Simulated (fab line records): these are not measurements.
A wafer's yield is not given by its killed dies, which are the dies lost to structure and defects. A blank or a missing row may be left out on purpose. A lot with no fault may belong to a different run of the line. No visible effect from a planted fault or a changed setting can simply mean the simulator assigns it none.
fab line records | flow sky130
record lots=13 wafers=39 last-day=50
route steps=708 shown LDD_N@246 LI_CONTACT@363 LOCAL_INTERCONNECT@387 PAD_OPEN@708
lots that met no fault: taken from a fault-free run of the same line
start-h: start of the lot's first displayed wafer, in hours after the record's first day | wait-h: hours since the lot's step before | " as in the row above | L1.1+2: a single row standing in for several wafers | - value missing, or start not given | * or withheld: withheld | < > ~ a bound
route shown NAME@n: a module of which the file shows steps, and the number in the route of the first | usual: the fault-free wafers' mean and standard deviation | same: alike in all rows | chamber/n: place in a boat | sites: the reading at each site | _std_site: how widely they spread, as a standard deviation | _edge_site: inner sites' mean taken away from outer sites' mean | radius-mm: how far each site lies from the wafer's centre | mask NAME#n: copy n | behind: tool/chamber where the wafer was last shaped | hold: reason for holding the lot/hours on hold/outcome of the hold | device: which transistor (n, p or np) failed to switch | end of line: at the end of the route, the tests of the same wafers | step lacking rows: just its recipe | killed: the dies lost at the first sort to structure and to defects; this is not the yield of the wafer | map: per-die view of a wafer (x killed, . not killed, _ where there is no die)
set.NAME: the setting that was run; set.NAME@STEP: the one run at that earlier step | model.NAME: the simulator's own value behind a step, which no gauge read
a sample of lots followed through the steps of the route, with each step as a table and each wafer as a row
services: when a tool's chamber went out of use (start-h, in hours from the record's first day, below 0 if earlier), for how many hours, and the reason
## steps
# step SKY_LDD_N_IMPLANT_09
# recipe species=As energy-kev=20 dose-cm2=7.5e+13 tilt-deg=withheld rotation-deg=113
# usual dose-ions-cm2=7.498e+13/7.8e+10
# columns lot.wafer tool chamber start-h wait-h dose-ions-cm2
L368.1 implanter-02 0 395.51 0.1 7.507e+13
L368.3 " 0 " " 7.508e+13
L368.6 " 0 " " 7.491e+13
L369.2 implanter-02 0 402.13 0.1 7.504e+13
L369.3 " 0 " " 7.495e+13
L369.6 " 0 " " 7.502e+13
L371.2 implanter-04 0 428.39 0.1 7.509e+13
L371.4 " 0 " " 7.499e+13
L371.6 " 0 " " 7.49e+13
L372.2 implanter-02 0 431.26 0.1 7.496e+13
L372.4 " 0 " " 7.497e+13
L372.5 " 0 " " 7.491e+13
L373.2 implanter-04 0 445.54 0.1 7.5e+13
L373.3 " 0 " " 7.494e+13
L373.6 " 0 " " 7.501e+13
L375.2 implanter-02 0 465.58 0.1 7.497e+13
L375.3 " 0 " " 7.507e+13
L375.6 " 0 " " 7.503e+13
L380.2 implanter-02 0 505.59 0.1 7.817e+13
L380.4 " 0 " " 7.818e+13
L380.6 " 0 " " 7.802e+13
L381.3 implanter-02 0 518.86 0.1 7.824e+13
L381.5 " 0 " " 7.82e+13
L381.6 " 0 " " 7.815e+13
L386.2 implanter-02 0 571.61 0.1 7.509e+13
L386.3 " 0 " " 7.503e+13
L386.6 " 0 " " 7.49e+13
L387.2 implanter-01 0 578.91 0.1 7.498e+13
L387.5 " 0 " " 7.499e+13
L387.6 " 0 " " 7.489e+13
L389.2 implanter-02 0 590.11 0.1 7.495e+13
L389.4 " 0 " " 7.504e+13
L389.5 " 0 " " 7.494e+13
L391.1 implanter-02 0 595.96 0.1 7.494e+13
L391.3 " 0 " " 7.497e+13
L391.6 " 0 " " 7.492e+13
L390.1 implanter-04 0 601.86 0.1 7.492e+13
L390.5 " 0 " " 7.499e+13
L390.6 " 0 " " 7.502e+13
# step SKY_LI_CONTACT_THK_MEAS_01
# recipe reads=PSG_of_LI_CONTACT_HDPCVD_00
# usual LI_CONTACT_HDPCVD_THK=926/9.8
# columns lot.wafer tool chamber start-h wait-h LI_CONTACT_HDPCVD_THK[nm]
L368.1 film-metro-03 - 641.63 0.1 907
L368.3 " - " " 926
L368.6 " - " " 910
L369.2 film-metro-02 - 648.86 0.1 916
L369.3 " - " " 923
L369.6 " - " " 921
L371.2 film-metro-02 - 673.36 0.1 922
L371.4 " - " " 931
L371.6 " - " " 918
L372.2 film-metro-01 - 676.10 0.1 929
L372.4 " - " " 929
L372.5 " - " " 926
L373.2 film-metro-03 - 689.81 0.1 913
L373.3 " - " " 919
L373.6 " - " " 920
L375.2 film-metro-03 - 705.83 0.1 933
L375.3 " - " " 921
L375.6 " - " " 931
L380.2 film-metro-02 - 743.00 0.1 925
L380.4 " - " " 924
L380.6 " - " " 928
L381.3 film-metro-01 - 753.21 0.1 936
L381.5 " - " " 934
L381.6 " - " " 932
L386.2 film-metro-02 - 800.86 0.1 926
L386.3 " - " " 919
L386.6 " - " " 921
L387.2 film-metro-03 - 805.90 0.1 927
L387.5 " - " " 924
L387.6 " - " " 934
L389.2 film-metro-01 - 816.18 0.1 918
L389.4 " - " " 927
L389.5 " - " " 926
L391.1 film-metro-01 - 824.62 0.1 934
L391.3 " - " " 925
L391.6 " - " " 938
L390.1 film-metro-02 - 827.09 0.1 930
L390.5 " - " " 929
L390.6 " - " " 922
# step SKY_LI_CONTACT_BOW_MEAS_03
# recipe mode=bow
# usual LI_CONTACT_BOW=55/6.9
# columns lot.wafer tool chamber start-h wait-h LI_CONTACT_BOW[um]
L368.1 film-metro-03 - 641.99 0.1 60
L368.3 " - " " 65
L368.6 " - " " 51
L369.2 film-metro-03 - 649.23 0.2 59
L369.3 " - " " 63
L369.6 " - " " 62
L371.2 film-metro-03 - 673.73 0.3 68
L371.4 " - " " 57
L371.6 " - " " 60
L372.2 film-metro-02 - 676.47 0.2 71
L372.4 " - " " 60
L372.5 " - " " 58
L373.2 film-metro-01 - 690.18 0.3 53
L373.3 " - " " 51
L373.6 " - " " 54
L375.2 film-metro-01 - 706.20 0.3 54
L375.3 " - " " 56
L375.6 " - " " 50
L380.2 film-metro-02 - 743.39 0.3 48
L380.4 " - " " 53
L380.6 " - " " 53
L381.3 film-metro-02 - 753.59 0.1 52
L381.5 " - " " 56
L381.6 " - " " 46
L386.2 film-metro-01 - 801.23 0.1 51
L386.3 " - " " 50
L386.6 " - " " 61
L387.2 film-metro-01 - 806.27 0.2 57
L387.5 " - " " 51
L387.6 " - " " 58
L389.2 film-metro-02 - 816.55 0.3 58
L389.4 " - " " 57
L389.5 " - " " 47
L391.1 film-metro-03 - 824.98 0.1 50
L391.3 " - " " 57
L391.6 " - " " 65
L390.1 film-metro-02 - 827.45 0.1 64
L390.5 " - " " 58
L390.6 " - " " 52
# step SKY_LOCAL_INTERCONNECT_SPUTTER_00
# recipe material=TiN target-thk-nm=100 temp-c=300 power-w=6500 time-s=83.3 chamber-pressure-pa=0.4
# usual cathode-dc-power-W=6499.9/1.1 substrate-temp-c=300.00/0.2 susceptor-temp-C=300.00/0.18 throttle-valve-pct=30.6/1.4
# same time-s=83.3
# columns lot.wafer tool chamber start-h wait-h cathode-dc-power-W substrate-temp-c susceptor-temp-C throttle-valve-pct
L368.1 pvd-sputter-01 - 672.26 0.1 6499.5 300.11 300.20 29.5
L368.3 " - " " 6500.4 300.01 300.02 31.1
L368.6 " - " " 6501.5 299.84 299.65 30.9
L369.2 pvd-sputter-02 - 678.77 0.1 6498.5 299.78 299.74 30.4
L369.3 " - " " 6499.3 300.12 300.30 30.2
L369.6 " - " " 6499.8 299.88 299.98 33.4
L371.2 pvd-sputter-02 - 703.43 0.3 6499.6 300.03 299.74 30.9
L371.4 " - " " 6499.0 299.82 300.14 30.4
L371.6 " - " " 6500.3 299.72 300.06 29.6
L372.2 pvd-sputter-03 - 705.38 0.1 6501.1 299.75 299.93 31.7
L372.4 " - " " 6500.6 299.81 300.17 30.9
L372.5 " - " " 6499.5 300.05 300.17 31.9
L373.2 pvd-sputter-02 - 719.24 0.1 6499.3 299.99 300.28 30.0
L373.3 " - " " 6500.1 299.79 299.83 33.5
L373.6 " - " " 6498.0 299.82 300.23 30.1
L375.2 pvd-sputter-03 - 735.66 0.2 6499.3 299.94 299.99 29.2
L375.3 " - " " 6496.9 300.21 299.90 28.2
L375.6 " - " " 6503.4 299.73 300.07 29.0
L380.2 pvd-sputter-03 - 772.02 0.1 6500.9 300.06 300.09 32.0
L380.4 " - " " 6499.8 300.32 299.76 30.9
L380.6 " - " " 6500.5 300.46 299.93 30.7
L381.3 pvd-sputter-01 - 782.21 0.2 6499.2 300.19 299.93 29.6
L381.5 " - " " 6500.1 300.16 300.13 29.5
L381.6 " - " " 6501.7 299.71 299.90 31.1
L386.2 pvd-sputter-03 - 828.83 0.1 6499.9 299.88 300.04 31.7
L386.3 " - " " 6501.7 300.30 299.87 28.6
L386.6 " - " " 6499.1 299.83 300.00 31.7
L387.2 pvd-sputter-03 - 834.06 0.2 6499.1 300.03 300.01 28.2
L387.5 " - " " 6499.5 300.38 299.94 28.6
L387.6 " - " " 6500.0 300.24 300.10 31.8
L389.2 pvd-sputter-03 - 844.32 0.2 6499.9 299.80 299.73 30.8
L389.4 " - " " 6498.4 300.42 300.23 28.6
L389.5 " - " " 6497.3 300.09 300.64 28.4
L391.1 pvd-sputter-02 - 852.69 0.1 6501.6 300.24 300.30 30.3
L391.3 " - " " 6500.6 299.76 299.69 30.9
L391.6 " - " " 6501.5 299.96 299.71 33.6
L390.1 pvd-sputter-02 - 855.22 0.1 6498.7 299.93 299.96 30.4
L390.5 " - " " 6498.2 300.01 299.81 33.2
L390.6 " - " " 6501.4 300.39 299.65 30.0
# step SKY_PAD_OPEN_PROBE_99
# usual killed_at_M0_to_M3=44/7.3 killed_at_M4_up=3.1/1.6 killed-at-contacts=24/5.4 killed-at-front-end=15/4 killed-at-other=0.2/0.49 killed-dies=86/10 killed-open=48/7.3 killed-short=38/6.3
# same gross-dies=492 killed-at-back-side=0
# columns lot.wafer tool chamber start-h wait-h killed_at_M0_to_M3 killed_at_M4_up killed-at-contacts killed-at-front-end killed-at-other killed-dies killed-open killed-short
L381.3 prober-01 - 1150.84 0.2 41 7 30 17 0 95 51 44
L381.5 prober-01 - 1150.94 0.2 63 4 20 12 0 99 45 54
L381.6 prober-01 - 1150.99 0.2 58 6 24 10 1 99 51 48
# killed by level:class
L381.3 CONTACT:geometric-particle:open=11 VIA1:geometric-particle:open=10 FIELD_ISO:geometric-particle:open=7 LI_CONTACT:geometric-particle:open=7 METAL2:geometric-particle:short=7 FIELD_ISO:geometric-particle:short=6 LOCAL_INTERCONNECT:geometric-particle:short=6 CONTACT:geometric-particle:short=5
L381.5 METAL2:geometric-particle:short=10 VIA2:geometric-particle:open=9 METAL1:geometric-particle:short=9 VIA1:geometric-particle:short=8 CONTACT:geometric-particle:open=8 VIA1:geometric-particle:open=8 LI_CONTACT:geometric-particle:open=7 FIELD_ISO:geometric-particle:short=6
L381.6 VIA1:geometric-particle:short=10 VIA1:geometric-particle:open=9 LI_CONTACT:geometric-particle:open=8 VIA2:geometric-particle:open=8 CONTACT:geometric-particle:open=7 METAL1:geometric-particle:short=6 VIA3:geometric-particle:open=6 METAL2:geometric-particle:short=5
## services
# columns tool chamber start-h hours kind
implanter-01 - 402.91 2.1 repair
pvd-sputter-02 - 417.94 0.8 repair
implanter-04 - 463.35 10.2 pm
pvd-sputter-02 - 482.28 7.9 repair
pvd-sputter-01 - 490.42 5.8 repair
implanter-02 - 497.83 1.9 repair
implanter-01 - 530.61 1.2 repair
implanter-04 - 547.65 1.6 repair
implanter-02 - 588.67 0.7 repair
implanter-04 - 656.88 6.4 pm
implanter-01 - 658.85 7.4 repair
pvd-sputter-03 - 668.16 1.2 repair
pvd-sputter-01 - 691.96 24.5 repair
implanter-04 - 695.14 3.9 pm
implanter-02 - 701.18 0.6 repair
implanter-01 - 709.01 2.6 repair
implanter-01 - 718.69 11.9 repair
implanter-01 - 762.19 0.5 repair
implanter-01 - 778.00 16.3 repair
pvd-sputter-02 - 802.46 1.1 repair
pvd-sputter-02 - 803.03 1.2 repair
pvd-sputter-02 - 811.89 4.4 repair
implanter-02 - 831.77 5.0 pm
pvd-sputter-01 - 841.57 7.9 repair
## key
first-sign step=SKY_LDD_N_IMPLANT_09 reading=dose-ions-cm2 direction=up sigmas=41 usual=* struck=*
effect none on later readings
met-at SKY_LDD_N_IMPLANT_09
struck-lots L380,L381
tester-left-out L380,L381
not-acting-at SKY_LI_CONTACT_THK_MEAS_01,SKY_LI_CONTACT_BOW_MEAS_03,SKY_LOCAL_INTERCONNECT_SPUTTER_00
onset-between 465.58 505.59
fault kind=process-parameter-drift tool=implanter-02 chamber=- onset-h=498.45 steps=SKY_LDD_N_IMPLANT_09 channel=dose-cm2 offset=* shape=step end-h=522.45 acts-in=* stated=*
# tester-left-out: of these lots the tester's yield and bins aren't shown, on N5 and GAA mostly nor the transistor test; their killed dies are dies lost to structure and defects alone, not to doping, threshold or leakage, so they don't give the yield
